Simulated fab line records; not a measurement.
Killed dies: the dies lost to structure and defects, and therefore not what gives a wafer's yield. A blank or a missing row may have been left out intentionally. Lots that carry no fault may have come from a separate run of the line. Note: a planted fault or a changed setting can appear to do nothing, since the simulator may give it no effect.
Struck lot and sound lot, side by side | flow sky130 | 13 steps out of a route of 708
Sound: these wafers, L314.1, L314.2, L314.3. Wafers struck: L302.2, L302.4, L302.6. The cause is named last.
Order at every step that has rows: each side's tool, ch and its chambers, its first start. Under that, the readings that differ: sound wafers | struck wafers | difference of the means | sigmas: that difference in standard deviations of wafers without a fault.
alike: a reading whose means differ by less than 2 such deviations, as well as words and numbers matching on both sides. not compared: withheld readings; readings where some wafer has no value; bounds like >300 that might hide an equal value; numbers whose values overlap and for which the record gives no deviation.
Wherever a step has rows on one side only, a row that says differs or no value, or a row with sigmas, the two part there. When numbers do not overlap yet have no deviation, they are printed without sigmas and do not part them. A reading that every wafer of one side lacks parts them only if that side has two wafers or more.

SKY_VIA3_CD_MEAS_12: target cd 200 nm.
  struck on cd sem-02, day 42 08:55; sound on cd sem-01, day 45 16:21
  reading    | sound             | struck            | difference | sigmas
  cd nm (nm) | 198.1 197.6 198.1 | 202.1 202.1 201.3 | +3.9       | +2
SKY_VIA3_OVL_MEAS_13:
  struck on overlay-01, day 42 09:02; sound on overlay-02, day 45 16:28
  alike: VIA3_OVL
SKY_VIA3_ETCH_14: etches BARC in N2/H2, stops on SiO2, time 45.9 s, target depth 60 nm.
  sound on rie diel-02 ch 0,1,3, day 45 16:31; struck on rie diel-03 ch 1,2, day 42 09:04
  alike: bias w, drypump motor current A, n2 flow sccm, oes product au, throttle valve pct
  not compared: rf hours counter h
SKY_VIA3_ETCH_15: etches SiO2 in C4F8/O2/Ar, stops on TiN, target depth 507 nm, time 78 s.
  sound on rie diel-02 ch 0,1,3, day 45 16:33; struck on rie diel-03 ch 1,2, day 42 09:06
  alike: bias w, oes product au
  not compared: rf hours counter h
SKY_VIA3_STRIP_16: strips in O2/N2.
  sound on plasma asher-03 ch 0,1, day 45 16:37; struck on plasma asher-01 ch 0,1, day 42 09:10
  reading                     | sound       | struck      | difference | sigmas
  drypump motor current A (A) | 6.5 5.9 6.5 | 5.2 5.4 5.4 | -1.0       | -2
  alike: n2 flow sccm, oes product au, strip time to endpoint s
  not compared: rf hours counter h
then, 3 steps without rows for these wafers: SKY_VIA3_STRIP_17 (strips in post etch residue remover, time 1200 s); SKY_VIA3_CLEAN_18 (cleans in IPA, time 180 s); SKY_VIA3_CLEAN_19 (cleans in O3/DIW).
SKY_VIA3_SPUTTER_20: material TiN, target thk 20 nm, time 80 s.
  struck on pvd sputter-03, day 42 09:48; sound on pvd sputter-03, day 45 17:12
  alike: throttle valve pct
SKY_VIA3_CVD_21: deposits W, target thk 390 nm, time 117.31 s.
  sound on cvd w-01 ch 0,1, day 45 17:16; struck on cvd w-02 ch 0, day 42 09:52
  alike: heater power w
SKY_VIA3_RS_MEAS_22: measures by four-point-probe.
  struck on film metro-03, day 42 10:00; sound on film metro-04, day 45 17:23
  alike: VIA3_W_RS
SKY_VIA3_THK_MEAS_23: measures by xrf.
  struck on film metro-03, day 42 10:07; sound on film metro-04, day 45 17:31
  alike: VIA3_W_THK
SKY_VIA3_CMP_24: polishes, stops on SiO2, t overpolish 20 s, target thk 0 nm.
  sound on cmp-02 ch 0,1,3, day 45 17:34; struck on cmp-02 ch 0,3, day 42 10:10
  no value came back on the struck wafers for any of 5 readings (edge zone pressure frac, head pressure psi (psi) and others); on the sound wafers edge zone pressure frac reads 1.002 0.996 1.002
  reading                                  | sound             | struck            | difference | sigmas
  model.W_of_VIA3_CVD_21.thk nm (nm)       | 0 0 0             | 379.8 379.3 387.4 | +382.2     |
  model.SiO2_of_VIA3_HDPCVD_00.thk nm (nm) | 462.1 460.6 462.8 | 465.9 466.5 467.1 | +4.7       |

== WHERE THEY PART ==
Last at SKY_VIA3_CMP_24 as far as this record goes, first at SKY_VIA3_CD_MEAS_12.

WHY: what the simulator had put in
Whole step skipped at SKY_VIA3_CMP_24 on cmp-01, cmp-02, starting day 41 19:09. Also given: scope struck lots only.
